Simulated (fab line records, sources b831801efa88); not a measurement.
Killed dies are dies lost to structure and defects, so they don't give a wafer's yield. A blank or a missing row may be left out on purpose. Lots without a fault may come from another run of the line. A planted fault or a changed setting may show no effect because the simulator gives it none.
A struck lot beside a sound one | flow sky130 | 15 steps out of a route of 708
Sound: wafers L370.3, L370.4, L370.6. Struck: wafers L366.1, L366.5, L366.6. The cause comes at the end.
At each step with rows: each side's tool, then ch and its chambers, then its first start. Under that, the readings that differ: sound wafers | struck wafers | difference of the means | sigmas: that difference in standard deviations of wafers without a fault.
alike: readings whose means differ by less than 2 such deviations, and words and numbers that are the same on both sides. not compared: withheld readings, readings that some wafer has no value for, bounds like >300 that may hide the same value, and numbers for which the record gives no deviation and whose values overlap.
The two part at a step that has a row with sigmas, a row that says differs or no value, or rows on one side only. Numbers that don't overlap but have no deviation are shown without sigmas and don't part them. A reading that every wafer of one side lacks parts them only if that side has two wafers or more.

first, 4 steps without rows for these wafers: SKY_LI_CONTACT_SOFTBAKE_08 (time 90 s); SKY_LI_CONTACT_EXPOSE_09 (exposes mask LICM1, target cd 170 nm); SKY_LI_CONTACT_PEB_10; SKY_LI_CONTACT_DEVELOP_11 (develop time 60 s).
SKY_LI_CONTACT_CD_MEAS_12: target cd 170 nm.
  sound on cd_sem-01, day 35 00:46; struck on cd_sem-02, day 33 11:01
  alike: cd_nm
SKY_LI_CONTACT_OVL_MEAS_13:
  sound on overlay-01, day 35 00:52; struck on overlay-01, day 33 11:08
  alike: LI_CONTACT_OVL
SKY_LI_CONTACT_ETCH_14: etches BARC in N2/H2, stops on SiO2, time 45.9 s, target depth 60 nm.
  sound on rie_diel-02 ch 0,3, day 35 00:53; struck on rie_diel-03 ch 1,2, day 33 11:11
  reading                     | sound       | struck      | difference | sigmas
  drypump_motor_current_A (A) | 6.5 5.6 6.5 | 5.4 5.4 5.9 | -0.6       | -2
  alike: h2_flow_sccm, oes_product_au, throttle_valve_pct
  not compared: rf_hours_counter_h
SKY_LI_CONTACT_ETCH_15: etches PSG in C4F8/O2/Ar, stops on Si, target depth 600 nm.
  sound on rie_diel-02 ch 0,3, day 35 00:56; struck on rie_diel-03 ch 1,2, day 33 11:13
  alike: oes_product_au
SKY_LI_CONTACT_STRIP_16: strips in O2/N2.
  sound on plasma_asher-03 ch 0,1, day 35 01:03; struck on plasma_asher-03 ch 0,1, day 33 11:19
  alike: drypump_motor_current_A, oes_product_au, strip_time_to_endpoint_s
  not compared: rf_hours_counter_h
then, 2 steps without rows for these wafers: SKY_LI_CONTACT_CLEAN_17 (cleans in NMP, time 600 s); SKY_LI_CONTACT_PRE_CLEAN_18 (time 5.6 s).
SKY_LI_CONTACT_SPUTTER_19: material Ti, target thk 20 nm, time 106.37 s.
  sound on pvd_sputter-03, day 35 01:19; struck on pvd_sputter-01, day 33 11:37
  alike: cathode_dc_power_W, substrate_temp_c, throttle_valve_pct
SKY_LI_CONTACT_SPUTTER_20: material TiN, target thk 20 nm, time 80 s.
  sound on pvd_sputter-03, day 35 01:23; struck on pvd_sputter-01, day 33 11:41
  reading                                        | sound                | struck               | difference | sigmas
  cathode_dc_power_W (W)                         | 4000.9 4000.6 3998.3 | 3898.6 3898.1 3898.0 | -101.7     | -99 or more
  model.TiN_of_LI_CONTACT_SPUTTER_20.thk_nm (nm) | 20.2 20.07 20.18     | 19.89 19.57 19.5     | -0.50      |
  alike: throttle_valve_pct
SKY_LI_CONTACT_CVD_21: deposits W, target thk 400 nm, time 120.56 s.
  sound on cvd_w-02 ch 0,1, day 35 01:29; struck on cvd_w-01 ch 0,1, day 33 11:45
  alike: heater_power_outer_w, heater_power_w
-- the record jumps here: 15 days lie between the struck wafers' starts before and after (it left off in module LI_CONTACT and takes up again in module PAD_OPEN, whose first step shown is number 708 of the route) --
SKY_PAD_OPEN_PROBE_99:
  sound on prober-01, day 49 19:59; struck on prober-02, day 48 18:04
  alike: killed_at_M0_to_M3, killed_at_M4_up, killed_at_contacts, killed_at_front_end, killed_at_other, killed_dies, killed_open, killed_short

WHERE THEY PART
First at SKY_LI_CONTACT_ETCH_14; last, within this record, at SKY_LI_CONTACT_SPUTTER_20. Later steps at which nothing parts them and some readings are alike: SKY_LI_CONTACT_CVD_21, SKY_PAD_OPEN_PROBE_99.

WHY: what the simulator had put in
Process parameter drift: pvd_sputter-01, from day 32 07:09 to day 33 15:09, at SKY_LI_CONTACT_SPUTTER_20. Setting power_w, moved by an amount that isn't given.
